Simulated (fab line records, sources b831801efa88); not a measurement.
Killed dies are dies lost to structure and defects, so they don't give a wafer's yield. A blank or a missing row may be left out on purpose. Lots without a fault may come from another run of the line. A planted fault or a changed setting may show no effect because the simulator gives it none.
Split-lot experiment | flow gf180mcu | 5 lots, 23 wafers read, on a route of 602 steps

THE SPLIT
At GF_HV_LDD_DEVELOP_45 (develop time 60 s), the setting dev_temp_c was moved away from the recipe's 23 C on 7 of the 23 wafers read, by -11.0% to +14.0%. The other wafers ran this setting at the recipe's value.

The file shows no step between the split and the reading.

THE READING
cd_nm, in nm, at GF_HV_LDD_CD_MEAS_46 (target cd 400 nm). Fault-free wafers of this fab line usually give 400.6 nm, standard deviation 2.6 nm.

wafer  | tool, chamber at the split | dev_temp_c as run, C | against the recipe | cd_nm, nm | against lot-mates on the recipe
L075.1 | litho_track-02, 0          | 23                   | recipe             | 404.6     | -
L075.2 | litho_track-02, 0          | 23                   | recipe             | 405.1     | -
L075.3 | litho_track-02, 0          | 23                   | recipe             | 403.6     | -
L075.4 | litho_track-02, 0          | 26.21                | +14.0%             | 392.7     | -11.7
L075.5 | litho_track-02, 0          | 26.21                | +14.0%             | 392.5     | -11.9
L076.2 | litho_track-01, 0          | 23                   | recipe             | 398.6     | -
L076.3 | litho_track-01, 0          | 23                   | recipe             | 399.3     | -
L076.4 | litho_track-01, 0          | 23                   | recipe             | 400.1     | -
L076.5 | litho_track-01, 0          | 23                   | recipe             | 398.5     | -
L076.6 | litho_track-01, 0          | 23                   | recipe             | 396.7     | -
L082.1 | litho_track-01, 0          | 20.47                | -11.0%             | 413.0     | +9.4
L082.2 | litho_track-01, 0          | 23                   | recipe             | 405.1     | -
L082.4 | litho_track-01, 0          | 23                   | recipe             | 402.2     | -
L082.5 | litho_track-01, 0          | 20.47                | -11.0%             | 412.4     | +8.8
L082.6 | litho_track-01, 0          | 23                   | recipe             | 403.5     | -
L083.1 | litho_track-03, 0          | 23                   | recipe             | 403.6     | -
L083.2 | litho_track-03, 0          | 25.67                | +11.6%             | 392.8     | -10.6
L083.3 | litho_track-03, 0          | 25.67                | +11.6%             | 391.5     | -11.9
L083.4 | litho_track-03, 0          | 25.67                | +11.6%             | 392.5     | -10.9
L083.6 | litho_track-03, 0          | 23                   | recipe             | 403.1     | -
L084.2 | litho_track-02, 0          | 23                   | recipe             | 399.9     | -
L084.3 | litho_track-02, 0          | 23                   | recipe             | 401.8     | -
L084.5 | litho_track-02, 0          | 23                   | recipe             | 397.1     | -

THE FIT
A straight line over all 23 wafers: cd_nm changes by -0.802 nm for each +1% of dev_temp_c; r = -0.90; the points scatter about the line by 2.6 nm.
The same after taking each lot's own level away (the mean of its wafers on the recipe; 23 wafers): -0.88 nm for each +1%; r = -0.98; scatter 1.1 nm.
On that fit, the largest move of dev_temp_c shifts the reading by 12 nm.
The lots' own levels span 398.64 to 404.43 nm, that is 2.2 times the standard deviation above.
So the lot-to-lot level changes the slope little: the two slopes agree.
Check: with one of the wafers moved furthest among these (+14.0%) left out of the fit, the line predicts -12.6 nm for it against its lot-mates. It came out at -11.7 nm against them.

OTHER SPLITS ON THESE WAFERS
These wafers also went through other splits before the reading. Each is held against what the fit with the lots' levels taken away leaves over:
other split on the same wafers      | wafers away from the commonest value | r with cd_nm (lot level and that fit taken away)
GF_POLY_GATE_CVD_00 time_s          | 18                                   | +0.18
GF_POLY_GATE_DEVELOP_09 dev_temp_c  | 5                                    | +0.22
GF_POLY_GATE_OXIDATION_16 ox_time_s | 18                                   | -0.03
GF_HV_LDD_DEVELOP_06 develop_time_s | 6                                    | +0.13
GF_HV_LDD_DEVELOP_18 develop_time_s | 6                                    | -0.24
GF_HV_LDD_STRIP_22 o2_flow_sccm     | 11                                   | -0.16

THE FILE'S OWN FIT
cd_nm changes by -0.876 nm for each +1% of dev_temp_c, r = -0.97.
